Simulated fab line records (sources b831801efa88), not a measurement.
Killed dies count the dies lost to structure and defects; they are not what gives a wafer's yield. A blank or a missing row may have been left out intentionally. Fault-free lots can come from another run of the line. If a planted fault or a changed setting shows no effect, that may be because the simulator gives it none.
fab line records	flow gf180mcu	part 1 of 2: steps 1 to 27 of 37
record lots=5	wafers=15	lastDay=33
route steps=602 shown PSD@255 NSD@262 SAB@264 SALICIDE@278 CONTACT@287
lots untouched by any fault: they come from a run of this same line in which no faults occurred
startH: hours from the record's first day to the start of the lot's first wafer shown	waitH: hours since the lot's step before	" same as the row above	L1.1+2: a single row standing in for several wafers	- no value present, or no start provided	* or withheld: withheld	< > ~ a bound
route shown NAME@n: NAME is a module with steps in the file, n the number in the route of the first one	usual: mean and standard deviation over wafers with no fault	same: alike in all rows	chamber/n: place in a boat	sites: the reading at each site	_std_site: the values' standard deviation	_edge_site: mean of outer sites minus mean of inner sites	radiusMm: how far each site lies from the wafer's centre	mask NAME#n: copy n	behind: the most recent tool/chamber to have shaped the wafer	hold: what put the lot on hold/how long, in hours/how the hold closed	device: transistor that didn't switch, given as n, p or np	end of line: tests of these same wafers at the route's end	for a step that has no rows: nothing shown but its recipe	killed: not the wafer's yield, but the dies lost to structure and defects at the first sort	map: dies across one wafer; x = killed, . = not, _ = none there
set.NAME: the setting the step ran with; set.NAME@STEP: the setting that earlier step ran with	model.NAME: the simulator's own value behind a step, which no gauge read
certain route steps with their lots: each step a table, each wafer a row
services: the hour from which a tool's chamber was out of use, counted from the record's first day as startH (under 0 if before that day), plus the number of hours and why
## steps
# step GF_PSD_CD_MEAS_07
# recipe targetCdNm=400
# usual cdNm=400.2/2
lot.wafer	tool	chamber	startH	waitH	cdNm
L080.2	cdSem-01	-	368.05	0.1	399.7
L080.4	"	-	"	"	400.3
L080.6	"	-	"	"	399.7
L086.1	cdSem-01	-	415.18	0.1	401.8
L086.3	"	-	"	"	401.8
L086.6	"	-	"	"	400.1
L087.2	cdSem-02	-	423.11	0.1	401.7
L087.3	"	-	"	"	402.3
L087.5	"	-	"	"	400.5
L090.2	cdSem-01	-	456.95	0.1	397.3
L090.4	"	-	"	"	398.1
L090.5	"	-	"	"	397.9
L091.4	cdSem-01	-	461.15	0.1	397.6
L091.5	"	-	"	"	397.8
L091.6	"	-	"	"	396.9
# step GF_PSD_OVL_MEAS_08
# usual PSD_OVL=1.0/1.4
lot.wafer	tool	chamber	startH	waitH	PSD_OVL[nm]
L080.2	overlay-02	-	368.16	0.1	1.8
L080.4	"	-	"	"	-1.3
L080.6	"	-	"	"	1.0
L086.1	overlay-01	-	415.30	0.1	0.6
L086.3	"	-	"	"	0.3
L086.6	"	-	"	"	2.7
L087.2	overlay-02	-	423.21	0.1	1.8
L087.3	"	-	"	"	1.5
L087.5	"	-	"	"	-0.9
L090.2	overlay-01	-	457.05	0.1	-0.5
L090.4	"	-	"	"	-2.5
L090.5	"	-	"	"	1.1
L091.4	overlay-02	-	461.22	0.1	2.9
L091.5	"	-	"	"	1.0
L091.6	"	-	"	"	-0.7
# step GF_PSD_IMPLANT_09
# recipe species=BF2	energyKev=40	doseCm2=1.5e+15	tiltDeg=7
# usual tiltDeg=7.001/0.022
lot.wafer	tool	chamber	startH	waitH	tiltDeg
L080.2	implanter-01	0	368.21	0.0	7.004
L080.4	"	0	"	"	7.035
L080.6	"	0	"	"	7.017
L086.1	implanter-03	0	415.33	0.0	7.025
L086.3	"	0	"	"	7.022
L086.6	"	0	"	"	7.025
L087.2	implanter-04	0	423.27	0.0	6.992
L087.3	"	0	"	"	7.000
L087.5	"	0	"	"	7.004
L090.2	implanter-01	0	457.11	0.0	7.011
L090.4	"	0	"	"	6.994
L090.5	"	0	"	"	6.993
L091.4	implanter-04	0	461.32	0.1	7.008
L091.5	"	0	"	"	6.980
L091.6	"	0	"	"	6.986
# step GF_PSD_STRIP_10
# recipe chemistry=O2/N2	powerW=1400	pressureMtorr=1500	platenTempC=250	o2FlowSccm=3000	n2FlowSccm=300	overashFraction=0.5
# usual drypumpMotorCurrentA=5.8/0.38	heaterPowerW=328/13	oesProductAu=0.592/0.0049	stripTimeToEndpointS=16.54/0.033
lot.wafer	tool	chamber	startH	waitH	drypumpMotorCurrentA	heaterPowerW	oesProductAu	rfHoursCounterH	stripTimeToEndpointS
L080.2	plasmaAsher-04	0	368.34	0.1	6.3	349	0.592	70	16.54
L080.4	"	1	"	"	5.3	336	0.595	-	16.55
L080.6	"	1	"	"	5.3	323	0.593	-	16.50
L086.1	plasmaAsher-04	1	415.48	0.1	5.3	322	0.594	75	16.55
L086.3	"	0	"	"	6.2	342	0.596	-	16.56
L086.6	"	0	"	"	6.2	356	0.604	-	16.58
L087.2	plasmaAsher-02	1	423.39	0.1	6.3	335	0.591	60	16.52
L087.3	"	0	"	"	5.8	321	0.584	-	16.52
L087.5	"	0	"	"	5.8	320	0.592	-	16.55
L090.2	plasmaAsher-01	1	457.23	0.1	6.0	336	0.594	37	16.53
L090.4	"	0	"	"	5.6	300	0.584	-	16.54
L090.5	"	1	"	"	6.0	328	0.589	-	16.55
L091.4	plasmaAsher-04	0	461.42	0.1	6.2	349	0.587	-	16.50
L091.5	"	1	"	"	5.3	320	0.591	-	16.46
L091.6	"	0	"	"	6.3	347	0.588	-	16.52
# step GF_PSD_TW_MEAS_11
# usual PSD_TW=3206/15
lot.wafer	tool	chamber	startH	waitH	PSD_TW
L080.2	filmMetro-01	-	368.45	0.1	3199
L080.4	"	-	"	"	3204
L080.6	"	-	"	"	3200
L086.1	filmMetro-01	-	415.58	0.1	3185
L086.3	"	-	"	"	3207
L086.6	"	-	"	"	3213
L087.2	filmMetro-01	-	423.50	0.1	3202
L087.3	"	-	"	"	3211
L087.5	"	-	"	"	3201
L090.2	filmMetro-04	-	457.34	0.1	3204
L090.4	"	-	"	"	3179
L090.5	"	-	"	"	3169
L091.4	filmMetro-04	-	461.52	0.1	3204
L091.5	"	-	"	"	3189
L091.6	"	-	"	"	3206
# step GF_PSD_CLEAN_12
# recipe chemistry=SC1/SC2	mix=1:4:20	tempC=70	timeS=150	dry=n2Spin
# usual bathGuardTempC=69.9/0.62	bathHeatDutyPct=12.9/1.5
lot.wafer	tool	chamber	startH	waitH	bathGuardTempC	bathHeatDutyPct
L080.2	wetBench-01	0	368.50	0.0	70.5	13.0
L080.4	"	0	"	"	70.5	13.9
L080.6	"	0	"	"	70.2	13.4
L086.1	wetBench-02	2	415.64	0.1	70.2	11.2
L086.3	"	2	"	"	69.8	11.1
L086.6	"	2	"	"	70.1	10.2
L087.2	wetBench-01	3	423.55	0.0	70.1	14.0
L087.3	"	3	"	"	70.0	13.5
L087.5	"	3	"	"	70.0	11.7
L090.2	wetBench-02	0	457.39	0.0	70.4	12.6
L090.4	"	0	"	"	70.1	13.0
L090.5	"	0	"	"	69.9	11.8
L091.4	wetBench-01	1	461.55	0.0	69.9	16.8
L091.5	"	1	"	"	69.7	16.5
L091.6	"	1	"	"	70.0	15.2
# step GF_PSD_RTA_13
# recipe tempC=1025	timeS=20	ambient=N2
# usual chamberO2Ppm=1.999/0.021	lampPowerPct=37/3.4	wafer_temp_C_max=1030.0/0.99
lot.wafer	tool	chamber	startH	waitH	chamberO2Ppm	lampPowerPct	wafer_temp_C_max
L080.2	rtpAnneal-01	0	368.56	0.0	2.008	41	1029.3
L080.4	"	0	"	"	2.006	41	1029.6
L080.6	"	0	"	"	2.022	41	1030.7
L086.1	rtpAnneal-01	0	415.70	0.0	1.970	41	1029.9
L086.3	"	0	"	"	1.969	41	1027.6
L086.6	"	0	"	"	2.000	41	1029.4
L087.2	rtpAnneal-02	0	423.62	0.0	2.008	34	1030.2
L087.3	"	0	"	"	2.005	34	1030.2
L087.5	"	0	"	"	2.001	34	1030.5
L090.2	rtpAnneal-01	0	457.46	0.0	1.981	41	1029.6
L090.4	"	0	"	"	2.004	41	1030.8
L090.5	"	0	"	"	1.984	41	1028.8
L091.4	rtpAnneal-02	0	461.64	0.0	1.995	34	1030.5
L091.5	"	0	"	"	1.994	34	1031.9
L091.6	"	0	"	"	1.976	34	1029.7
# step GF_PSD_RS_MEAS_14
# recipe thkMeasGauge=four-point-probe
# usual NSD_RS=46.13/0.099
lot.wafer	tool	chamber	startH	waitH	NSD_RS[ohm/sq]
L080.2	filmMetro-01	-	368.65	0.1	46.04
L080.4	"	-	"	"	46.05
L080.6	"	-	"	"	46.15
L086.1	filmMetro-02	-	415.78	0.1	46.12
L086.3	"	-	"	"	45.91
L086.6	"	-	"	"	45.95
L087.2	filmMetro-02	-	423.71	0.1	46.00
L087.3	"	-	"	"	45.98
L087.5	"	-	"	"	46.05
L090.2	filmMetro-01	-	457.55	0.1	46.06
L090.4	"	-	"	"	45.95
L090.5	"	-	"	"	45.95
L091.4	filmMetro-02	-	461.74	0.1	46.13
L091.5	"	-	"	"	46.18
L091.6	"	-	"	"	46.23
# step GF_PSD_RS_MEAS_15
# recipe thkMeasGauge=four-point-probe
# usual PSD_RS=108.6/0.3
lot.wafer	tool	chamber	startH	waitH	PSD_RS[ohm/sq]
L080.2	filmMetro-01	-	368.77	0.1	108.5
L080.4	"	-	"	"	108.5
L080.6	"	-	"	"	108.8
L086.1	filmMetro-02	-	415.90	0.1	108.2
L086.3	"	-	"	"	108.3
L086.6	"	-	"	"	108.0
L087.2	filmMetro-02	-	423.83	0.1	108.1
L087.3	"	-	"	"	108.4
L087.5	"	-	"	"	108.1
L090.2	filmMetro-01	-	457.67	0.1	108.4
L090.4	"	-	"	"	108.3
L090.5	"	-	"	"	108.3
L091.4	filmMetro-02	-	461.86	0.1	108.8
L091.5	"	-	"	"	108.8
L091.6	"	-	"	"	109.1
# step GF_SAB_CVD_00
# recipe material=SiO2	targetThkNm=50	precursor=TEOS	tempC=400	timeS=4.9302	rfW=600
# usual heaterPowerW=642/130
lot.wafer	tool	chamber	startH	waitH	heaterPowerW
L080.2	pecvd-02	2	368.87	0.1	706
L080.4	"	2	"	"	707
L080.6	"	1	"	"	763
L086.1	pecvd-04	2	416.02	0.1	719
L086.3	"	0	"	"	645
L086.6	"	1	"	"	436
L087.2	pecvd-02	2	423.93	0.1	728
L087.3	"	0	"	"	594
L087.5	"	0	"	"	599
L090.2	pecvd-04	0	457.77	0.1	707
L090.4	"	1	"	"	497
L090.5	"	0	"	"	731
L091.4	pecvd-03	0	461.93	0.0	764
L091.5	"	2	"	"	776
L091.6	"	1	"	"	489
# step GF_SAB_THK_MEAS_01
# recipe reads=SiO2_of_SAB_CVD_00
# usual SAB_CVD_00_THK=49.7/0.64
lot.wafer	tool	chamber	startH	waitH	SAB_CVD_00_THK[nm]
L080.2	filmMetro-02	-	368.90	0.0	49.2
L080.4	"	-	"	"	49.1
L080.6	"	-	"	"	50.2
L086.1	filmMetro-03	-	416.04	0.0	49.5
L086.3	"	-	"	"	49.8
L086.6	"	-	"	"	50.1
L087.2	filmMetro-03	-	423.95	0.0	50.1
L087.3	"	-	"	"	49.0
L087.5	"	-	"	"	49.8
L090.2	filmMetro-02	-	457.80	0.0	49.5
L090.4	"	-	"	"	49.8
L090.5	"	-	"	"	49.7
L091.4	filmMetro-01	-	461.97	0.0	50.4
L091.5	"	-	"	"	50.5
L091.6	"	-	"	"	50.8
# step GF_SAB_DEHYDRATE_02
# recipe tempC=200	timeS=60
lot.wafer	tool	chamber	startH	waitH
L080.2+4+6	lithoTrack-04	0	379.05	10.1
L086.1+3+6	lithoTrack-02	0	427.54	11.5
L087.2+3+5	lithoTrack-01	0	435.44	11.5
L090.2+4+5	lithoTrack-01	0	469.99	12.2
L091.4+5+6	lithoTrack-04	0	473.50	11.5
# step GF_SAB_HMDS_03
# recipe primeTimeS=60	primeTempC=120
# usual primeTempC=120.00/0.16
lot.wafer	tool	chamber	startH	waitH	primeTempC
L080.2	lithoTrack-04	0	379.20	0.1	120.08
L080.4	"	0	"	"	120.02
L080.6	"	0	"	"	120.21
L086.1	lithoTrack-02	0	427.69	0.1	119.93
L086.3	"	0	"	"	119.85
L086.6	"	0	"	"	119.97
L087.2	lithoTrack-01	0	435.59	0.1	120.36
L087.3	"	0	"	"	120.20
L087.5	"	0	"	"	120.10
L090.2	lithoTrack-01	0	470.14	0.1	119.73
L090.4	"	0	"	"	119.72
L090.5	"	0	"	"	119.69
L091.4	lithoTrack-04	0	473.65	0.1	120.30
L091.5	"	0	"	"	119.90
L091.6	"	0	"	"	119.98
# step GF_SAB_COAT_04
# recipe resist=NOVOLAK	spinRpm=3000	resistThkNm=1000
# usual spinSpeedRpm=3000.0/2
lot.wafer	tool	chamber	startH	waitH	spinSpeedRpm
L080.2	lithoTrack-04	0	379.35	0.1	3000.5
L080.4	"	0	"	"	2999.1
L080.6	"	0	"	"	3001.1
L086.1	lithoTrack-02	0	427.84	0.1	3002.3
L086.3	"	0	"	"	3003.1
L086.6	"	0	"	"	3000.7
L087.2	lithoTrack-01	0	435.74	0.1	2999.0
L087.3	"	0	"	"	3000.4
L087.5	"	0	"	"	2998.6
L090.2	lithoTrack-01	0	470.29	0.1	2998.0
L090.4	"	0	"	"	2999.1
L090.5	"	0	"	"	2999.6
L091.4	lithoTrack-04	0	473.80	0.1	3000.6
L091.5	"	0	"	"	2997.2
L091.6	"	0	"	"	3000.6
# step GF_SAB_SOFTBAKE_05
# recipe tempC=90	timeS=60	resist=NOVOLAK
lot.wafer	tool	chamber	startH	waitH
L080.2+4+6	lithoTrack-04	0	379.50	0.1
L086.1+3+6	lithoTrack-02	0	427.99	0.1
L087.2+3+5	lithoTrack-01	0	435.89	0.1
L090.2+4+5	lithoTrack-01	0	470.44	0.1
L091.4+5+6	lithoTrack-04	0	473.95	0.1
# step GF_SAB_EXPOSE_06
# recipe maskId=SAB	targetCdNm=420	na=0.6	sourceShape=conventional	sigmaOuter=0.6	doseMj=140
lot.wafer	tool	chamber	startH	waitH	mask
L080.2+4+6	ilineStepper-02	0	-	-	SAB#0
L086.1+3+6	ilineStepper-01	0	-	-	SAB#0
L087.2+3+5	ilineStepper-02	0	-	-	SAB#0
L090.2+4+5	ilineStepper-02	0	-	-	SAB#0
L091.4+5+6	ilineStepper-02	0	-	-	SAB#0
# step GF_SAB_PEB_07
# recipe tempC=withheld	timeS=*	resist=NOVOLAK
lot.wafer	tool	chamber	startH	waitH
L080.2+4+6	lithoTrack-01	0	-	-
L086.1+3+6	lithoTrack-01	0	-	-
L087.2+3+5	lithoTrack-01	0	-	-
L090.2+4+5	lithoTrack-02	0	-	-
L091.4+5+6	lithoTrack-01	0	-	-
# step GF_SAB_DEVELOP_08
# recipe developTimeS=60	devTempC=23
lot.wafer	tool	chamber	startH	waitH
L080.2+4+6	lithoTrack-01	0	390.69	0.1
L086.1+3+6	lithoTrack-01	0	440.01	0.1
L087.2+3+5	lithoTrack-01	0	447.99	0.1
L090.2+4+5	lithoTrack-02	0	482.36	0.1
L091.4+5+6	lithoTrack-01	0	485.04	0.1
# step GF_SAB_CD_MEAS_09
# recipe targetCdNm=420
# usual cdNm=419.7/2.2
lot.wafer	tool	chamber	startH	waitH	cdNm
L080.2	cdSem-02	-	390.83	0.1	420.4
L080.4	"	-	"	"	419.8
L080.6	"	-	"	"	420.1
L086.1	cdSem-01	-	445.30	5.3	421.0
L086.3	"	-	"	"	421.4
L086.6	"	-	"	"	419.6
L087.2	cdSem-01	-	448.13	0.1	418.1
L087.3	"	-	"	"	419.1
L087.5	"	-	"	"	416.2
L090.2	cdSem-02	-	482.50	0.1	418.8
L090.4	"	-	"	"	418.0
L090.5	"	-	"	"	416.4
L091.4	cdSem-01	-	485.17	0.1	419.6
L091.5	"	-	"	"	419.3
L091.6	"	-	"	"	421.3
# step GF_SAB_OVL_MEAS_10
# usual SAB_OVL=0.4/1.5
lot.wafer	tool	chamber	startH	waitH	SAB_OVL[nm]
L080.2	overlay-02	-	390.94	0.1	-0.4
L080.4	"	-	"	"	-0.7
L080.6	"	-	"	"	-0.5
L086.1	overlay-02	-	445.42	0.1	-1.3
L086.3	"	-	"	"	0.1
L086.6	"	-	"	"	-0.4
L087.2	overlay-01	-	448.24	0.1	-0.1
L087.3	"	-	"	"	0.1
L087.5	"	-	"	"	0.3
L090.2	overlay-02	-	482.61	0.1	2.2
L090.4	"	-	"	"	1.1
L090.5	"	-	"	"	2.0
L091.4	overlay-01	-	485.25	0.1	2.9
L091.5	"	-	"	"	2.0
L091.6	"	-	"	"	3.1
# step GF_SAB_ETCH_11
# recipe chemistry=C4F8/O2/Ar	maskMaterial=NOVOLAK	target=SiO2	targetDepthNm=55	sourceW=1500	biasW=1200	pressureMtorr=40	c4f8FlowSccm=withheld	O2_flow_sccm=6	Ar_flow_sccm=300	timeS=8.5
# usual oesProductAu=0.993/0.009
lot.wafer	tool	chamber	startH	waitH	oesProductAu
L080.2	rieDiel-04	2	390.97	0.0	0.994
L080.4	"	0	"	"	0.983
L080.6	"	0	"	"	0.995
L086.1	rieDiel-04	3	445.45	0.0	1.007
L086.3	"	0	"	"	1.000
L086.6	"	3	"	"	1.008
L087.2	rieDiel-02	2	448.27	0.0	1.002
L087.3	"	0	"	"	0.980
L087.5	"	0	"	"	0.982
L090.2	rieDiel-04	2	482.64	0.0	0.997
L090.4	"	2	"	"	0.988
L090.5	"	3	"	"	0.999
L091.4	rieDiel-02	1	485.27	0.0	0.996
L091.5	"	3	"	"	1.008
L091.6	"	2	"	"	1.004
# step GF_SAB_WET_ETCH_12
# recipe chemistry=dHF	targetDepthNm=22	dry=n2Spin	target=SiO2	tempC=25	dilution=100:1	timeS=440
# usual bathHeatDutyPct=6.1/0.78
lot.wafer	tool	chamber	startH	waitH	bathHeatDutyPct
L080.2	wetBench-03	1	390.99	0.0	5.7
L080.4	"	1	"	"	6.6
L080.6	"	1	"	"	6.0
L086.1	wetBench-04	3	445.47	0.0	6.5
L086.3	"	3	"	"	6.7
L086.6	"	3	"	"	6.9
L087.2	wetBench-01	3	448.29	0.0	5.9
L087.3	"	3	"	"	5.8
L087.5	"	3	"	"	5.4
L090.2	wetBench-03	3	482.66	0.0	5.4
L090.4	"	3	"	"	5.1
L090.5	"	3	"	"	4.4
L091.4	wetBench-03	3	485.29	0.0	5.0
L091.5	"	3	"	"	4.7
L091.6	"	3	"	"	4.9
# step GF_SAB_STRIP_13
# recipe chemistry=O2/N2	powerW=1400	pressureMtorr=1500	platenTempC=250	o2FlowSccm=3000	n2FlowSccm=300	overashFraction=0.5
# usual drypumpMotorCurrentA=5.8/0.43	heaterPowerW=334/18	oesProductAu=0.710/0.0042	stripTimeToEndpointS=12.62/0.034
lot.wafer	tool	chamber	startH	waitH	drypumpMotorCurrentA	heaterPowerW	oesProductAu	rfHoursCounterH	stripTimeToEndpointS
L080.2	plasmaAsher-03	0	391.12	0.0	6.2	380	0.708	78	12.58
L080.4	"	1	"	"	5.4	312	0.708	-	12.59
L080.6	"	0	"	"	6.2	375	0.708	-	12.61
L086.1	plasmaAsher-04	0	445.61	0.0	6.2	342	0.710	1	12.59
L086.3	"	1	"	"	5.3	313	0.713	-	12.61
L086.6	"	0	"	"	6.2	345	0.713	-	12.63
L087.2	plasmaAsher-02	1	448.42	0.0	6.3	339	0.707	62	12.63
L087.3	"	1	"	"	6.3	333	0.709	-	12.64
L087.5	"	0	"	"	5.8	320	0.714	-	12.63
L090.2	plasmaAsher-04	1	482.79	0.0	5.3	325	0.714	5	12.66
L090.4	"	1	"	"	5.3	314	0.703	-	12.62
L090.5	"	1	"	"	5.3	318	0.709	-	12.67
L091.4	plasmaAsher-04	1	485.45	0.0	5.3	317	0.715	-	12.67
L091.5	"	0	"	"	6.3	343	0.711	-	12.64
L091.6	"	1	"	"	5.3	318	0.720	-	12.65
# step GF_SALICIDE_CLEAN_00
# recipe chemistry=SC1/SC2	mix=1:4:20	tempC=70	timeS=150
# usual bathGuardTempC=69.9/0.43	bathHeatDutyPct=13.1/1.5
lot.wafer	tool	chamber	startH	waitH	bathGuardTempC	bathHeatDutyPct
L080.2	wetBench-04	3	391.22	0.1	69.6	15.1
L080.4	"	3	"	"	69.7	14.2
L080.6	"	3	"	"	69.3	13.8
L086.1	wetBench-02	3	445.71	0.1	69.1	12.0
L086.3	"	3	"	"	69.3	11.8
L086.6	"	3	"	"	69.4	11.8
L087.2	wetBench-04	1	448.52	0.1	70.0	12.6
L087.3	"	1	"	"	70.3	11.5
L087.5	"	1	"	"	70.2	11.8
L090.2	wetBench-01	0	482.89	0.1	70.2	13.7
L090.4	"	0	"	"	70.2	11.6
L090.5	"	0	"	"	70.6	13.0
L091.4	wetBench-02	1	485.52	0.0	70.0	12.6
L091.5	"	1	"	"	70.0	11.7
L091.6	"	1	"	"	69.8	14.6
# step GF_SALICIDE_WET_ETCH_01
# recipe chemistry=dHF	targetDepthNm=5	dry=ipaMarangoni	target=SiO2	tempC=25	dilution=100:1	timeS=100
# usual bathHeatDutyPct=6.3/0.87
lot.wafer	tool	chamber	startH	waitH	bathHeatDutyPct
L080.2	wetBench-01	2	391.28	0.0	5.3
L080.4	"	2	"	"	5.7
L080.6	"	2	"	"	5.9
L086.1	wetBench-01	1	445.76	0.0	7.6
L086.3	"	1	"	"	7.9
L086.6	"	1	"	"	7.9
L087.2	wetBench-01	0	448.57	0.0	5.6
L087.3	"	0	"	"	6.4
L087.5	"	0	"	"	5.4
L090.2	wetBench-04	3	482.95	0.0	6.8
L090.4	"	3	"	"	5.8
L090.5	"	3	"	"	6.5
L091.4	wetBench-01	1	485.57	0.0	8.6
L091.5	"	1	"	"	7.8
L091.6	"	1	"	"	7.3
# step GF_SALICIDE_SPUTTER_02
# recipe material=Co	targetThkNm=10	powerW=1000	timeS=20	chamberPressurePa=0.4
# usual throttleValvePct=30.3/1.2
lot.wafer	tool	chamber	startH	waitH	throttleValvePct
L080.2	pvdSputter-01	-	391.31	0.0	28.6
L080.4	"	-	"	"	30.6
L080.6	"	-	"	"	28.4
L086.1	pvdSputter-04	-	445.79	0.0	30.8
L086.3	"	-	"	"	30.8
L086.6	"	-	"	"	31.1
L087.2	pvdSputter-02	-	448.61	0.0	28.9
L087.3	"	-	"	"	31.2
L087.5	"	-	"	"	31.4
L090.2	pvdSputter-04	-	482.98	0.0	31.5
L090.4	"	-	"	"	27.7
L090.5	"	-	"	"	30.9
L091.4	pvdSputter-02	-	485.61	0.0	29.1
L091.5	"	-	"	"	30.0
L091.6	"	-	"	"	31.1
# step GF_SALICIDE_SPUTTER_03
# recipe material=TiN	targetThkNm=20	powerW=6500	timeS=16.7	chamberPressurePa=0.4
# usual throttleValvePct=30.3/1.2
lot.wafer	tool	chamber	startH	waitH	throttleValvePct
L080.2	pvdSputter-01	-	391.34	0.0	28.6
L080.4	"	-	"	"	30.5
L080.6	"	-	"	"	28.5
L086.1	pvdSputter-04	-	445.82	0.0	31.1
L086.3	"	-	"	"	31.0
L086.6	"	-	"	"	31.5
L087.2	pvdSputter-02	-	448.63	0.0	28.9
L087.3	"	-	"	"	31.2
L087.5	"	-	"	"	31.5
L090.2	pvdSputter-04	-	483.01	0.0	31.6
L090.4	"	-	"	"	28.2
L090.5	"	-	"	"	30.8
L091.4	pvdSputter-02	-	485.64	0.0	29.3
L091.5	"	-	"	"	30.2
L091.6	"	-	"	"	31.2
